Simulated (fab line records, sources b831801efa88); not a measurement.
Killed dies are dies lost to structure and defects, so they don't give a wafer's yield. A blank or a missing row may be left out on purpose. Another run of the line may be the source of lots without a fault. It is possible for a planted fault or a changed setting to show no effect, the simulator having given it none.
Tool commonality check	flow gf180mcu	Sample size 13 lots and 39 wafers

REASON FOR OPENING
At GF_HV_LDD_TW_MEAS_38 the reading HV_LDD_3_TW is flagged on 3 of 13 lots. Wafers without a fault read 1426, standard deviation 8.9.
Rule: flag the lot when none of its wafers has a number, or when each of its wafers that has one lies beyond 4 standard deviations from that mean. The other lots count as sound.

lot	measured	on	HV_LDD_3_TW, wafer by wafer	flag
L377	day 12 01:20	film-metro-02	1420 1422 1427	
L379	day 12 14:11	film-metro-04	1440 1438 1431	
L380	day 12 21:23	film-metro-01	1417 1407 1414	
L381	day 13 08:58	film-metro-02	1439 1432 1429	
L384	day 14 04:18	film-metro-04	1432 1428 1428	
L385	day 14 08:47	film-metro-02	1425 1428 1429	
L386	day 14 15:58	film-metro-02	1428 1422 1426	
L390	day 16 04:42	film-metro-01	1683 1686 1684	FLAGGED
L391	day 16 10:47	film-metro-04	1433 1432 1426	
L392	day 16 20:56	film-metro-02	1698 1694 1697	FLAGGED
L394	day 17 08:07	film-metro-04	1707 1711 1700	FLAGGED
L397	day 18 13:28	film-metro-01	1423 1413 1417	
L399	day 18 20:28	film-metro-01	1415 1417 1416	
Average over the flagged lots: 1696; offset from the usual +270, equal to +30 standard deviations.

EACH LOT AND THE TOOL IT RAN ON
The record holds 1 process step before the reading, out of a route of 602 steps. In each cell: the tool, then ch and the chambers that the sampled wafers went through, then the start.
lot	flag	GF_HV_LDD_IMPLANT_36
L377		implanter-01 ch 0, day 12 01:05
L379		implanter-04 ch 0, day 12 13:58
L380		implanter-02 ch 0, day 12 21:08
L381		implanter-02 ch 0, day 13 08:44
L384		implanter-04 ch 0, day 14 04:04
L385		implanter-02 ch 0, day 14 08:32
L386		implanter-01 ch 0, day 14 15:43
L390	FLAGGED	implanter-02 ch 0, day 16 04:28
L391		implanter-01 ch 0, day 16 10:32
L392	FLAGGED	implanter-02 ch 0, day 16 20:41
L394	FLAGGED	implanter-02 ch 0, day 17 07:53
L397		implanter-01 ch 0, day 18 13:16
L399		implanter-04 ch 0, day 18 20:14
What is done by these steps:
- GF_HV_LDD_IMPLANT_36
- GF_HV_LDD_TW_MEAS_38

FLAGGED AGAINST TOTAL, ONE TOOL AT A TIME (gauges that did the reading follow at the end)
step	tool	lots run	flagged	share of the flagged lots	sound lots run after its first flagged lot
GF_HV_LDD_IMPLANT_36	implanter-01	4	0	none	-
GF_HV_LDD_IMPLANT_36	implanter-02	6	3	all	0
GF_HV_LDD_IMPLANT_36	implanter-04	3	0	none	-
GF_HV_LDD_TW_MEAS_38	film-metro-01	4	1	some	2 (L397,L399)
GF_HV_LDD_TW_MEAS_38	film-metro-02	5	1	some	0
GF_HV_LDD_TW_MEAS_38	film-metro-04	4	1	some	0

WHAT THE TABLE PERMITS
All flagged lots share 1 row of the table, namely implanter-02 at GF_HV_LDD_IMPLANT_36.
- implanter-02 at GF_HV_LDD_IMPLANT_36 ran 6 lots, 3 of them flagged. Last sound lot L385 at day 14 08:32, first flagged lot L390 at day 16 04:28; a fault beginning in between fits. Its own readings (dose-ions-cm2, faraday-current-uA) fall more than 4 standard deviations out on all wafers of the flagged lots.
implanter-02 at GF_HV_LDD_IMPLANT_36 is the single tool remaining.

WHAT HAD BEEN PUT IN BY THE SIMULATOR
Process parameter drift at GF_HV_LDD_IMPLANT_36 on implanter-02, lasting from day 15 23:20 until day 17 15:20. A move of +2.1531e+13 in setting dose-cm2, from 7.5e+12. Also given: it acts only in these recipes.
Shown lots that were struck: L390, L392, L394. Same finding as the rule above.
